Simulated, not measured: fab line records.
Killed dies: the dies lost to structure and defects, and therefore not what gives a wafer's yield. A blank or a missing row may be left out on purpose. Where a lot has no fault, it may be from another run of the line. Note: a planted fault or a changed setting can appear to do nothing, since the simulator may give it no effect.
Matching of chambers :: flow gf180mcu :: hdpcvd-02 running GF_V4_CVD_00: 3 sister chambers
The step deposits SiO2, target thk 600 nm, time 100 s. 3 wafers are shown with their chamber, then 7 later ones without.

## WAFERS PAIRED WITH THEIR CHAMBERS
wafer: L995.6
chamber: 1
sih4 flow sccm (sccm): 59.87

wafer: L100.2
chamber: 2
sih4 flow sccm (sccm): 60.04

wafer: L100.3
chamber: 0
sih4 flow sccm (sccm): 60.11

## WAFERS MISSING THEIR CHAMBER
wafer: L100.6
sih4 flow sccm (sccm): 59.89

wafer: L107.1
sih4 flow sccm (sccm): 59.59

wafer: L107.2
sih4 flow sccm (sccm): 60.00

wafer: L107.3
sih4 flow sccm (sccm): 59.97

wafer: L109.1
sih4 flow sccm (sccm): 60.14

wafer: L109.2
sih4 flow sccm (sccm): 59.88

wafer: L109.4
sih4 flow sccm (sccm): 60.35

## WHICH CHAMBER EACH ONE RAN IN
wafer: L100.6
from the rows above: can't be placed: 1 or 2 or 0
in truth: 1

wafer: L107.1
from the rows above: can't be placed: 1 or 2 or 0
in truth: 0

wafer: L107.2
from the rows above: can't be placed: 2 or 0 or 1
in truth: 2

wafer: L107.3
from the rows above: can't be placed: 2 or 1 or 0
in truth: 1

wafer: L109.1
from the rows above: can't be placed: 0 or 2 or 1
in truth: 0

wafer: L109.2
from the rows above: can't be placed: 1 or 2 or 0
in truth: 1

wafer: L109.4
from the rows above: can't be placed: 0 or 2 or 1
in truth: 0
Correct placement for 0 of the 7. Cannot be placed on the basis of these rows: 7; the candidates contain the true chamber in 7. Number placed wrongly: 0.
How it was worked out, from the rows above alone: a wafer's distance from a chamber is the root of the sum, over the readings, of the square of ((its reading less the chamber's mean) divided by the reading's scatter). The wafer belongs to the nearest chamber; if the next one is less than 2 further off, it can't be placed. The mean given for a chamber averages the wafers shown for that chamber. The scatter: root of mean squared gap, hidden wafer to nearest shown wafer, with one shown wafer a chamber.
